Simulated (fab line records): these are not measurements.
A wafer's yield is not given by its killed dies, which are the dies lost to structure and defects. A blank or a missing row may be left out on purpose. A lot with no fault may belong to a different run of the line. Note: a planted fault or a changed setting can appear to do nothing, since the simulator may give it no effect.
fab line records	flow sky130
[record] lots = 7	wafers = 19	last_day = 50
route steps=708 shown LDD_HVN@272 LDD_HVP@278 LDD_LDN@289 PAD_OPEN@708
lots that met no fault: from a run of the same line without faults
start_h: the number of hours between the record's first day and the start of the first shown wafer of the lot	wait_h: time in hours since the lot's previous step	" repeats the value in the row above	L1.1+2: one row covering several wafers at once	- either no value or no given start	* or withheld: withheld	< > ~ a bound
route shown NAME@n: a module of which the file shows steps, and the number in the route of the first	usual: the fault-free wafers' mean and standard deviation	same: alike in all rows	chamber/n: place in a boat	sites: readings site by site	_std_site: the standard deviation of these	_edge_site: inner sites' mean taken away from outer sites' mean	radius_mm: for every site, how far away it sits from the centre of the wafer	mask NAME#n: copy n	behind: tool/chamber where the wafer was last shaped	hold: the reason the lot was held/the length of the hold in hours/how it ended	device: the n, p or np transistor that did not switch	end of line: tests of these same wafers at the route's end	where a step has no rows: the recipe by itself	killed: not the wafer's yield, but the dies lost to structure and defects at the first sort	map: per-die view of a wafer (x killed, . not killed, _ where there is no die)
set.NAME: the setting the step ran with; set.NAME@STEP: the setting that earlier step ran with	model.NAME: the simulator's own value behind a step, which no gauge read
lots seen at some steps along the route; tables by step, rows by wafer
services: from which hour (start_h, from the record's first day; less than 0 if before it) a tool's chamber was out of use, for how many hours, and why
[[steps]]
[step SKY_LDD_HVN_PEB_05]
[recipe] temp_c = withheld	time_s = *	resist = NOVOLAK
[step SKY_LDD_HVN_DEVELOP_06]
[recipe] resist = NOVOLAK	developer = TMAH	develop_time_s = 60	dev_temp_c = 23
[step SKY_LDD_HVN_OVL_MEAS_07]
[usual] LDD_HVN_OVL = -1.2/1.4
lot.wafer	tool	chamber	start_h	wait_h	LDD_HVN_OVL[nm]
L479.2	overlay-01	-	539.27	0.1	0.4
L479.3	"	-	"	"	-0.5
L479.4	"	-	"	"	0.4
L481.1	overlay-01	-	548.71	0.1	0.2
L481.4	"	-	"	"	0.8
L482.1	overlay-01	-	556.73	0.1	-3.0
L482.6	"	-	"	"	-2.1
L483.2	overlay-01	-	557.69	0.1	-0.9
L483.4	"	-	"	"	-1.6
L483.6	"	-	"	"	-0.5
L490.4	overlay-01	-	625.68	0.1	-1.2
L490.5	"	-	"	"	0.3
L490.6	"	-	"	"	-2.0
L492.2	overlay-01	-	633.11	0.1	1.9
L492.3	"	-	"	"	-0.2
L492.5	"	-	"	"	-1.7
L494.1	overlay-01	-	641.12	0.1	-3.7
L494.2	"	-	"	"	-1.8
L494.3	"	-	"	"	-1.9
[step SKY_LDD_HVN_IMPLANT_08]
[recipe] species = P	energy_kev = 60	dose_cm2 = 3e+13	tilt_deg = 40
[step SKY_LDD_HVN_STRIP_09]
[recipe] chemistry = O2/N2	power_w = 1400	pressure_mtorr = 1500	platen_temp_c = withheld	o2_flow_sccm = 3000	n2_flow_sccm = 300	overash_fraction = 0.5
[usual] drypump_motor_current_A = 5.5/0.35	oes_product_au = 0.408/0.0041	strip_time_to_endpoint_s = 4.137/0.013
lot.wafer	tool	chamber	start_h	wait_h	drypump_motor_current_A	oes_product_au	rf_hours_counter_h	strip_time_to_endpoint_s
L479.2	plasma_asher-04	0	539.45	0.1	5.8	0.411	45	4.138
L479.3	"	1	"	"	5.3	0.412	-	4.150
L479.4	"	0	"	"	5.8	0.402	-	4.126
L481.1	plasma_asher-04	1	548.90	0.1	5.4	0.410	46	4.132
L481.4	"	1	"	"	5.3	0.418	-	4.147
L482.1	plasma_asher-01	1	556.92	0.1	5.5	0.408	89	4.127
L482.6	"	1	"	"	5.5	0.401	-	4.144
L483.2	plasma_asher-01	0	557.87	0.1	5.6	0.410	89	4.129
L483.4	"	0	"	"	5.6	0.404	-	4.128
L483.6	"	0	"	"	5.6	0.415	-	4.136
L490.4	plasma_asher-02	1	625.88	0.1	4.7	0.411	-	4.136
L490.5	"	1	"	"	4.7	0.412	-	4.151
L490.6	"	0	"	"	5.8	0.413	-	4.125
L492.2	plasma_asher-04	0	633.29	0.1	5.8	0.412	54	4.163
L492.3	"	1	"	"	5.3	0.410	-	4.136
L492.5	"	1	"	"	5.3	0.403	-	4.147
L494.1	plasma_asher-02	0	641.31	0.1	5.8	0.412	74	4.132
L494.2	"	1	"	"	4.7	0.411	74	4.135
L494.3	"	0	"	"	5.8	0.405	-	4.115
[step SKY_LDD_HVN_TW_MEAS_10]
[usual] LDD_HVN_TW = 1436/11
lot.wafer	tool	chamber	start_h	wait_h	LDD_HVN_TW
L479.2	film_metro-04	-	539.56	0.1	1422
L479.3	"	-	"	"	1419
L479.4	"	-	"	"	1428
L481.1	film_metro-04	-	549.00	0.1	1422
L481.4	"	-	"	"	1421
L482.1	film_metro-01	-	557.02	0.1	1449
L482.6	"	-	"	"	1451
L483.2	film_metro-01	-	557.98	0.1	1442
L483.4	"	-	"	"	1440
L483.6	"	-	"	"	1448
L490.4	film_metro-04	-	625.98	0.1	1418
L490.5	"	-	"	"	1432
L490.6	"	-	"	"	1433
L492.2	film_metro-03	-	633.40	0.1	1436
L492.3	"	-	"	"	1425
L492.5	"	-	"	"	1433
L494.1	film_metro-04	-	641.41	0.1	1429
L494.2	"	-	"	"	1427
L494.3	"	-	"	"	1434
[step SKY_LDD_HVP_DEHYDRATE_00]
[recipe] temp_c = 200	time_s = 60
[step SKY_LDD_HVP_HMDS_01]
[recipe] prime_time_s = 60	prime_temp_c = 120
[step SKY_LDD_HVP_COAT_02]
[recipe] resist = NOVOLAK	spin_rpm = 3000	resist_thk_nm = 300
[step SKY_LDD_HVP_SOFTBAKE_03]
[recipe] temp_c = 90	time_s = 60	resist = NOVOLAK
[step SKY_LDD_HVP_EXPOSE_04]
[recipe] mask_id = HVPTM	na = 0.6	source_shape = conventional	sigma_outer = 0.6	polarization = unpolarized	target_cd_nm = 700	dose_mj = 86
[step SKY_LDD_HVP_PEB_05]
[recipe] temp_c = withheld	time_s = *	resist = NOVOLAK
[step SKY_LDD_HVP_DEVELOP_06]
[recipe] resist = NOVOLAK	developer = TMAH	develop_time_s = 60	dev_temp_c = 23
lot.wafer	tool	chamber	start_h	wait_h
L479.2+3+4	litho_track-03	0	569.34	0.1
L481.1+4	litho_track-03	0	578.77	0.1
L482.1+6	litho_track-03	0	586.57	0.1
L483.2+4+6	litho_track-03	0	587.84	0.1
L490.4+5+6	litho_track-03	0	654.69	0.1
L492.2+3+5	litho_track-03	0	661.34	0.1
L494.1+2+3	litho_track-03	0	669.47	0.1
[step SKY_LDD_HVP_OVL_MEAS_07]
[usual] LDD_HVP_OVL = 1.2/1.2
lot.wafer	tool	chamber	start_h	wait_h	LDD_HVP_OVL[nm]
L479.2	overlay-02	-	569.47	0.1	1.5
L479.3	"	-	"	"	0.5
L479.4	"	-	"	"	-0.4
L481.1	overlay-01	-	578.92	0.1	0.4
L481.4	"	-	"	"	2.6
L482.1	overlay-01	-	586.72	0.1	0.8
L482.6	"	-	"	"	0.1
L483.2	overlay-02	-	587.97	0.1	1.2
L483.4	"	-	"	"	2.2
L483.6	"	-	"	"	0.9
L490.4	overlay-01	-	654.79	0.1	2.1
L490.5	"	-	"	"	1.0
L490.6	"	-	"	"	2.0
L492.2	overlay-01	-	661.47	0.1	2.0
L492.3	"	-	"	"	2.5
L492.5	"	-	"	"	3.1
L494.1	overlay-01	-	669.62	0.1	1.2
L494.2	"	-	"	"	-0.4
L494.3	"	-	"	"	-0.1
[step SKY_LDD_HVP_IMPLANT_08]
[recipe] species = B	energy_kev = 20	dose_cm2 = 1.7e+13	tilt_deg = 17.9
[step SKY_LDD_HVP_STRIP_09]
[recipe] chemistry = O2/N2	power_w = 1400	pressure_mtorr = 1500	platen_temp_c = withheld	o2_flow_sccm = 3000	n2_flow_sccm = 300	overash_fraction = 0.5
[usual] drypump_motor_current_A = 5.4/0.4	oes_product_au = 0.408/0.0041	strip_time_to_endpoint_s = 4.133/0.015
lot.wafer	tool	chamber	start_h	wait_h	drypump_motor_current_A	oes_product_au	rf_hours_counter_h	strip_time_to_endpoint_s
L479.2	plasma_asher-02	0	569.80	0.2	5.8	0.402	66	4.122
L479.3	"	1	"	"	4.7	0.405	-	4.139
L479.4	"	0	"	"	5.8	0.416	-	4.132
L481.1	plasma_asher-03	0	579.10	0.1	5.6	0.408	15	4.122
L481.4	"	1	"	"	5.6	0.406	-	4.131
L482.1	plasma_asher-02	1	586.90	0.1	4.7	0.413	68	4.131
L482.6	"	1	"	"	4.7	0.409	-	4.136
L483.2	plasma_asher-02	1	588.15	0.1	4.7	0.400	68	4.114
L483.4	"	0	"	"	5.8	0.403	-	4.133
L483.6	"	0	"	"	5.8	0.409	-	4.117
L490.4	plasma_asher-02	1	654.99	0.1	4.8	0.407	-	4.139
L490.5	"	0	"	"	5.8	0.405	-	4.159
L490.6	"	1	"	"	4.7	0.406	-	4.163
L492.2	plasma_asher-02	0	661.65	0.1	5.8	0.403	76	4.113
L492.3	"	0	"	"	5.8	0.402	-	4.116
L492.5	"	0	"	"	5.8	0.401	-	4.125
L494.1	plasma_asher-03	0	669.80	0.1	5.6	0.413	22	4.125
L494.2	"	1	"	"	5.6	0.413	22	4.087
L494.3	"	1	"	"	5.6	0.409	-	4.104
[step SKY_LDD_HVP_TW_MEAS_10]
[usual] LDD_HVP_TW = 455/4.4
lot.wafer	tool	chamber	start_h	wait_h	LDD_HVP_TW
L479.2	film_metro-04	-	569.91	0.1	453
L479.3	"	-	"	"	455
L479.4	"	-	"	"	455
L481.1	film_metro-01	-	579.20	0.1	462
L481.4	"	-	"	"	427
L482.1	film_metro-01	-	587.00	0.1	461
L482.6	"	-	"	"	429
L483.2	film_metro-02	-	588.26	0.1	453
L483.4	"	-	"	"	423
L483.6	"	-	"	"	420
L490.4	film_metro-04	-	655.08	0.1	451
L490.5	"	-	"	"	452
L490.6	"	-	"	"	454
L492.2	film_metro-01	-	661.76	0.1	460
L492.3	"	-	"	"	460
L492.5	"	-	"	"	461
L494.1	film_metro-01	-	669.90	0.1	461
L494.2	"	-	"	"	461
L494.3	"	-	"	"	462
[step SKY_LDD_LDN_DEHYDRATE_00]
[recipe] temp_c = 200	time_s = 60
[step SKY_PAD_OPEN_PROBE_99]
[usual] killed_at_M0_to_M3 = 44/7	killed_at_M4_up = 3.0/1.7	killed_at_contacts = 24/5.2	killed_at_front_end = 15/4.8	killed_at_other = 0.2/0.56	killed_dies = 86/9.7	killed_on_rim = 17/4.1	killed_open = 47/7.1	killed_short = 39/6.3
[same] gross_dies = 492	killed_at_back_side = 0
lot.wafer	tool	chamber	start_h	wait_h	killed_at_M0_to_M3	killed_at_M4_up	killed_at_contacts	killed_at_front_end	killed_at_other	killed_dies	killed_on_rim	killed_open	killed_short
L479.2	prober-01	-	1130.13	0.1	38	3	18	8	1	68	11	35	33
L479.3	prober-01	-	1130.18	0.2	42	0	22	18	0	82	16	34	48
L479.4	prober-01	-	1130.23	0.2	40	2	35	10	0	87	26	42	45
L481.1	prober-02	-	1137.29	0.1	54	3	16	16	0	89	22	43	46
L481.4	prober-02	-	1137.44	0.2	43	1	15	411	0	470	83	33	36
L482.1	prober-01	-	1139.41	0.1	38	4	32	22	0	96	20	54	42
L482.6	prober-01	-	1139.66	0.2	41	2	27	401	0	471	82	51	40
L483.2	prober-02	-	1141.17	0.1	36	5	23	12	0	76	13	37	39
L483.4	prober-02	-	1141.27	0.2	36	4	24	418	0	482	88	35	39
L483.6	prober-02	-	1141.37	0.2	49	2	23	405	0	479	83	46	40
L490.4	prober-02	-	1182.81	0.2	44	4	26	13	0	87	22	45	42
L490.5	prober-02	-	1182.86	0.2	36	5	23	14	0	78	16	36	42
L490.6	prober-02	-	1182.91	0.2	43	3	25	12	0	83	11	47	35
L492.2	prober-01	-	1187.80	0.1	47	2	30	23	1	103	26	64	37
L492.3	prober-01	-	1187.85	0.2	39	3	26	17	0	85	15	45	40
L492.5	prober-01	-	1187.95	0.2	37	3	18	17	0	75	17	34	41
L494.1	prober-02	-	1193.95	0.1	54	4	27	20	0	105	16	62	43
L494.2	prober-02	-	1194.00	0.1	43	4	32	21	0	100	23	57	43
L494.3	prober-02	-	1194.05	0.2	36	2	30	15	0	83	17	50	33
// killed by level:class
L479.2 CONTACT:geometric_particle:open=7 CONTACT:geometric_particle:short=7 VIA1:geometric_particle:open=7 VIA2:geometric_particle:open=7 METAL1:geometric_particle:short=6 METAL3:geometric_particle:short=5 VIA1:geometric_particle:short=4 VIA3:geometric_particle:open=4
L479.3 VIA1:geometric_particle:short=10 FIELD_ISO:geometric_particle:short=6 VIA1:geometric_particle:open=6 VIA3:geometric_particle:open=6 VIA2:geometric_particle:open=6 LI_CONTACT:geometric_particle:open=5 CONTACT:geometric_particle:open=5 VIA2:geometric_particle:short=5
L479.4 LI_CONTACT:geometric_particle:open=12 CONTACT:geometric_particle:open=9 METAL1:geometric_particle:short=6 VIA1:geometric_particle:short=6 VIA1:geometric_particle:open=6 LOCAL_INTERCONNECT:geometric_particle:short=5 METAL2:geometric_particle:short=5 LI_CONTACT:geometric_particle:short=4
L481.1 VIA1:geometric_particle:open=14 METAL2:geometric_particle:short=9 VIA3:geometric_particle:open=8 CONTACT:geometric_particle:open=7 FIELD_ISO:geometric_particle:short=6 LOCAL_INTERCONNECT:geometric_particle:short=5 VIA2:geometric_particle:open=5 POLY_GATE:geometric_particle:open=4
L481.4 LDD_HVP:area_develop=401 METAL2:geometric_particle:short=11 CONTACT:geometric_particle:open=8 VIA1:geometric_particle:open=7 POLY_GATE:geometric_particle:short=5 VIA2:geometric_particle:open=5 CONTACT:geometric_particle:short=4 POLY_GATE:geometric_particle:open=3
L482.1 VIA1:geometric_particle:open=13 CONTACT:geometric_particle:open=12 METAL2:geometric_particle:short=9 FIELD_ISO:geometric_particle:open=7 CONTACT:geometric_particle:short=6 LI_CONTACT:geometric_particle:open=5 FIELD_ISO:geometric_particle:short=4 POLY_GATE:geometric_particle:short=4
L482.6 LDD_HVP:area_develop=380 VIA1:geometric_particle:open=11 POLY_GATE:geometric_particle:open=8 CONTACT:geometric_particle:short=8 CONTACT:geometric_particle:open=8 LI_CONTACT:geometric_particle:open=6 VIA2:geometric_particle:open=6 FIELD_ISO:geometric_particle:open=5
L483.2 VIA1:geometric_particle:open=9 CONTACT:geometric_particle:open=8 METAL1:geometric_particle:short=6 VIA3:geometric_particle:open=6 LI_CONTACT:geometric_particle:open=5 VIA1:geometric_particle:short=5 FIELD_ISO:geometric_particle:short=4 CONTACT:geometric_particle:short=4
L483.4 LDD_HVP:area_develop=408 VIA1:geometric_particle:open=10 LOCAL_INTERCONNECT:geometric_particle:short=6 CONTACT:geometric_particle:short=6 CONTACT:geometric_particle:open=5 METAL1:geometric_particle:open=4 VIA3:geometric_particle:open=4 METAL4:geometric_particle:short=4
L483.6 LDD_HVP:area_develop=393 VIA1:geometric_particle:open=11 LI_CONTACT:geometric_particle:open=9 VIA1:geometric_particle:short=7 CONTACT:geometric_particle:open=6 METAL1:geometric_particle:short=6 VIA2:geometric_particle:open=5 POLY_GATE:geometric_particle:short=4
L490.4 VIA1:geometric_particle:open=13 LI_CONTACT:geometric_particle:open=7 CONTACT:geometric_particle:open=7 METAL1:geometric_particle:short=7 LOCAL_INTERCONNECT:geometric_particle:short=5 VIA2:geometric_particle:open=5 FIELD_ISO:geometric_particle:short=4 FIELD_ISO:geometric_particle:open=4
L490.5 LOCAL_INTERCONNECT:geometric_particle:short=8 VIA3:geometric_particle:open=8 VIA1:geometric_particle:open=7 VIA1:geometric_particle:short=6 FIELD_ISO:geometric_particle:short=5 METAL3:geometric_particle:short=5 LI_CONTACT:geometric_particle:open=5 METAL4:geometric_particle:short=5
L490.6 VIA1:geometric_particle:open=11 LI_CONTACT:geometric_particle:open=9 VIA1:geometric_particle:short=7 VIA3:geometric_particle:open=7 CONTACT:geometric_particle:open=6 LOCAL_INTERCONNECT:geometric_particle:short=5 VIA2:geometric_particle:open=4 VIA3:geometric_particle:short=4
L492.2 VIA3:geometric_particle:open=12 VIA1:geometric_particle:open=12 CONTACT:geometric_particle:open=8 FIELD_ISO:geometric_particle:open=7 LI_CONTACT:geometric_particle:open=7 CONTACT:geometric_particle:short=7 VIA2:geometric_particle:open=6 POLY_GATE:geometric_particle:open=5
L492.3 VIA1:geometric_particle:open=10 FIELD_ISO:geometric_particle:open=7 LI_CONTACT:geometric_particle:open=7 METAL2:geometric_particle:short=7 LI_CONTACT:geometric_particle:short=5 LOCAL_INTERCONNECT:geometric_particle:short=5 CONTACT:geometric_particle:open=5 METAL1:geometric_particle:short=5
L492.5 VIA1:geometric_particle:open=11 FIELD_ISO:geometric_particle:short=6 LI_CONTACT:geometric_particle:open=5 CONTACT:geometric_particle:short=5 METAL1:geometric_particle:short=5 VIA1:geometric_particle:short=5 FIELD_ISO:geometric_particle:open=4 VIA3:geometric_particle:short=4
L494.1 VIA1:geometric_particle:open=18 CONTACT:geometric_particle:open=11 LI_CONTACT:geometric_particle:open=9 FIELD_ISO:geometric_particle:open=7 METAL1:geometric_particle:short=7 VIA3:geometric_particle:short=6 FIELD_ISO:geometric_particle:short=4 VIA3:geometric_particle:open=4
L494.2 CONTACT:geometric_particle:open=17 VIA1:geometric_particle:open=11 CONTACT:geometric_particle:short=8 VIA1:geometric_particle:short=8 FIELD_ISO:geometric_particle:open=7 FIELD_ISO:geometric_particle:short=6 VIA3:geometric_particle:open=6 METAL1:geometric_particle:short=6
L494.3 CONTACT:geometric_particle:open=10 LI_CONTACT:geometric_particle:open=10 VIA1:geometric_particle:open=8 VIA2:geometric_particle:open=8 FIELD_ISO:geometric_particle:short=5 LOCAL_INTERCONNECT:geometric_particle:short=5 METAL1:geometric_particle:short=4 VIA3:geometric_particle:open=4
// map L481.4 (x killed, . not)
__________xxxxxxxxx._________
________xxxxx.xxxx.xx._______
______xxxxxxxxxxx.xxxxxx_____
_____xx.xxxxxxxxxxxxxxxxx____
____xxxxxxxxxxxxxxxxxxxxx.___
___xxxxxxxxxxxxxxxxxxxxxxxx__
__xxxxxxxxxxxxxxxxxxxxxxx..x_
_.xxxxxxxxxxxxxxxxxxxxxxxxxxx
_x.xxxxxxxxxxxxxxxxxxxxxxxx.x
_.xxxxxxxxxxxxxxxxxxxxxxxxxxx
_xxxxxxxxxxxxxxxxxxxxxxxxxxxx
_.xxxxxxxxxxxxxxxxxxxxxxx.xx.
_xxxxxxxxxxxxxxxxxxxxxxxxxxxx
_xxxxxxxxxxxxxxxxxxxxxxxxxxx.
_x.xxxxxxxxxxxxxxxxxxxxxxxxxx
__xxxxxxxxxxxxxxxxxxxxxxxxxx_
___xxxxxxxxxxxxxxxxxxxxxxxx__
____xxxxxxxxxxxxxxxxxxxxxx___
_____xxxxxxxxxxxxxxxxxx..____
______xxxxxxxxxxxxxxxxxx_____
________xxxxxxxx.xxxxx_______
__________xxxxxxx.xx_________
// map L482.6 (x killed, . not)
__________xxxxx.x.xx_________
________xxxxx..xxxxxxx_______
______xxxxxxxxx.xxxxxxx._____
_____xxxxxxxxxxxxxxxxxxxx____
____.xxxxxxxxxxxxxxxxxxxxx___
___.xxxxxxxxxxxxxxxxxxxxx.x__
__xxxxxxxxxxxxxxxxxxxxxx.xxx_
_xxxxxxxxxxxxxxxxxxxxxxxxxx..
_xxxxxxxxxxxxxxxxxxxxxxxxx.x.
_xxxxxxxxxxxxxxxxxxxxxxxxxx.x
_xxxxxxxxxxxxxxxxxxxxxxxxxxxx
_xxxxxxxxxxxxxxxxxxxxxxxxxxxx
_xxxxxxxxxxxxxxxxxxxxxxxxxxxx
_xxxxxxxxxxxxxxxxxxxxxxxxxxxx
_.xxxxxxxxxxxxxxxxxxxxxxxxxxx
__.x.xxxxxxxxxxxxxxxxxxxxxxx_
___xxxxxxxxxxxxxxxxxxxxxxxx__
____xxxxxxxxxxxxxxxxxxxxxx___
_____.xxxxxxxxxxxxxxxxxxx____
______xxxxxxxxxxxxxxxxxx_____
________xxxxxxxxxxxxx._______
__________xxx.xxxxxx_________
[[services]]
tool	chamber	start_h	hours	kind
litho_track-03	-	519.31	-	consumable_replace:filter
plasma_asher-03	-	540.34	4.3	pm
plasma_asher-04	-	597.73	10.6	repair
plasma_asher-03	-	618.50	5.6	repair
plasma_asher-03	-	638.39	21.8	repair
plasma_asher-01	-	668.19	2.0	repair
[[key]]
[first_sign] step = SKY_LDD_HVP_TW_MEAS_10	reading = LDD_HVP_TW	direction = down	sigmas = 6.8	usual = 455	struck = 425
[effect] step = SKY_PAD_OPEN_PROBE_99	reading = killed_at_front_end	direction = up	sigmas = 83	usual = 15	struck = 409
[more_kills_born_at] SKY_LDD_HVP_DEVELOP_06@litho_track-03 = 1582
met_at SKY_LDD_HVP_DEVELOP_06
struck_wafers L481.4,L482.6,L483.4,L483.6
tester_left_out L481,L482,L483
onset_between 569.34 578.77
[fault] kind = process_parameter_drift	tool = litho_track-03	chamber = -	onset_h = 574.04	steps = SKY_LDD_HVP_DEVELOP_06	channel = develop_time_s	offset = *	shape = step	end_h = 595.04	scope = struck_wafers_only	acts_in = *	stated = *
// tester_left_out: of these lots the tester's yield and bins aren't shown, on N5 and GAA mostly nor the transistor test; their killed dies are dies lost to structure and defects alone, not to doping, threshold or leakage, so they don't give the yield
